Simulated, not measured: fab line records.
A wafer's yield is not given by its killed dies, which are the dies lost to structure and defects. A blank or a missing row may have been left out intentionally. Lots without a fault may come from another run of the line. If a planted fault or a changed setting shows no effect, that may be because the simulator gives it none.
Which of the tools did it? / flow sky130 / 42 wafers from 14 lots sampled at 2 of the route's 708 steps

## WHAT THE GAUGES READ, wafer by wafer
SKY_SD_P_OVL_MEAS_08. Usual: SD_P_OVL -0.2 nm, standard deviation 1.3.
lot=L313; measured=day 25 11:10; on=overlay-01; SD_P_OVL (nm)=1.3 1.9 1.2; flag=
lot=L314; measured=day 25 23:43; on=overlay-02; SD_P_OVL (nm)=-0.3 -1.9 -1.2; flag=
lot=L315; measured=day 26 08:22; on=overlay-02; SD_P_OVL (nm)=-0.8 0.5 -1.3; flag=
lot=L316; measured=day 26 21:04; on=overlay-01; SD_P_OVL (nm)=0.7 -2.1 -0.3; flag=
lot=L317; measured=day 27 07:52; on=overlay-01; SD_P_OVL (nm)=0.5 0.5 -0.1; flag=
lot=L319; measured=day 27 16:58; on=overlay-01; SD_P_OVL (nm)=0.1 -0.8 1.1; flag=
lot=L318; measured=day 27 18:03; on=overlay-02; SD_P_OVL (nm)=68.6 69.4 68.6; flag=OFF
lot=L320; measured=day 28 03:18; on=overlay-02; SD_P_OVL (nm)=69.0 68.2 66.4; flag=OFF
lot=L321; measured=day 28 22:16; on=overlay-02; SD_P_OVL (nm)=67.6 67.3 68.5; flag=OFF
lot=L328; measured=day 31 08:19; on=overlay-01; SD_P_OVL (nm)=-1.1 0.6 0.0; flag=
lot=L329; measured=day 31 11:16; on=overlay-02; SD_P_OVL (nm)=-1.5 -1.1 0.1; flag=
lot=L331; measured=day 31 22:19; on=overlay-02; SD_P_OVL (nm)=0.5 -2.3 1.5; flag=
lot=L333; measured=day 32 12:51; on=overlay-01; SD_P_OVL (nm)=1.3 -0.8 0.5; flag=
lot=L334; measured=day 32 19:37; on=overlay-01; SD_P_OVL (nm)=-0.3 0.4 0.7; flag=

## TOOL THAT RAN EACH LOT (tool first, then ch and the chambers of the sampled wafers, then the start)
lot=L313; SKY_SD_P_EXPOSE_04=iline_stepper-01 ch 0, day 24 20:28
lot=L314; SKY_SD_P_EXPOSE_04=iline_stepper-01 ch 0, day 25 09:17
lot=L315; SKY_SD_P_EXPOSE_04=iline_stepper-01 ch 0, day 25 17:31
lot=L316; SKY_SD_P_EXPOSE_04=iline_stepper-02 ch 0, day 26 07:19
lot=L317; SKY_SD_P_EXPOSE_04=iline_stepper-02 ch 0, day 26 17:20
lot=L319; SKY_SD_P_EXPOSE_04=iline_stepper-01 ch 0, day 27 02:36
lot=L318; SKY_SD_P_EXPOSE_04=iline_stepper-01 ch 0, day 27 03:26
lot=L320; SKY_SD_P_EXPOSE_04=iline_stepper-01 ch 0, day 27 14:22
lot=L321; SKY_SD_P_EXPOSE_04=iline_stepper-01 ch 0, day 28 07:40
lot=L328; SKY_SD_P_EXPOSE_04=iline_stepper-02 ch 0, day 30 17:55
lot=L329; SKY_SD_P_EXPOSE_04=iline_stepper-02 ch 0, day 30 21:21
lot=L331; SKY_SD_P_EXPOSE_04=iline_stepper-02 ch 0, day 31 09:22
lot=L333; SKY_SD_P_EXPOSE_04=iline_stepper-02 ch 0, day 31 22:34
lot=L334; SKY_SD_P_EXPOSE_04=iline_stepper-02 ch 0, day 32 06:26
- SKY_SD_P_EXPOSE_04: exposes mask PSDM, target cd 380 nm.

## AS READ BY THE TOOLS THEMSELVES (means over the sampled wafers that have a number; for cases with no such wafer, the mark the record gives instead)
SKY_SD_P_EXPOSE_04. Usual: reticle_temp_C at 22.98 C, with a standard deviation of 0.11.
lot=L313; tool=iline_stepper-01; reticle_temp_C (C)=22.93; flag=
lot=L314; tool=iline_stepper-01; reticle_temp_C (C)=22.93; flag=
lot=L315; tool=iline_stepper-01; reticle_temp_C (C)=22.99; flag=
lot=L316; tool=iline_stepper-02; reticle_temp_C (C)=22.91; flag=
lot=L317; tool=iline_stepper-02; reticle_temp_C (C)=23.12; flag=
lot=L319; tool=iline_stepper-01; reticle_temp_C (C)=22.95; flag=
lot=L318; tool=iline_stepper-01; reticle_temp_C (C)=22.96; flag=
lot=L320; tool=iline_stepper-01; reticle_temp_C (C)=23.00; flag=
lot=L321; tool=iline_stepper-01; reticle_temp_C (C)=22.89; flag=
lot=L328; tool=iline_stepper-02; reticle_temp_C (C)=22.82; flag=
lot=L329; tool=iline_stepper-02; reticle_temp_C (C)=22.97; flag=
lot=L331; tool=iline_stepper-02; reticle_temp_C (C)=22.96; flag=
lot=L333; tool=iline_stepper-02; reticle_temp_C (C)=23.24; flag=
lot=L334; tool=iline_stepper-02; reticle_temp_C (C)=22.88; flag=

## THE ANSWER, worked out from the rows above alone
Rule: a lot is off if the mean of its wafers that have a number lies more than 3 standard deviations from the usual mean. Also off: a lot with no number at a reading for which 4 or more lots have one. Where the step has rows for the other lots, those lots are counted as sound. Order of review: gauges by route order, followed by the tools' own readings, for which a lot's mean as printed above is used. At the first step where some lot is off, the reading lying furthest off is the one used; lots without a number count as furthest.
Off: L318, L320, L321, seen at SKY_SD_P_OVL_MEAS_08 (SD_P_OVL).
A tool fits if, at a process step before that reading, it ran every lot that is off, and no sound lot after the first of them. Gauges at SKY_SD_P_OVL_MEAS_08: tried the same way as those tools. One fits: SKY_SD_P_EXPOSE_04 on iline_stepper-01. Its last sound lot is L319 (day 27 02:36), its first lot that is off L318 (day 27 03:26): a fault that began between those two fits.

## WHAT THE SIMULATOR HAD INSERTED
Scanner matching overlay: iline_stepper-01, from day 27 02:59 on, at SKY_SD_P_EXPOSE_04. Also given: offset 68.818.
Lots struck among those shown: L318, L320, L321. The rule above reached the same finding.
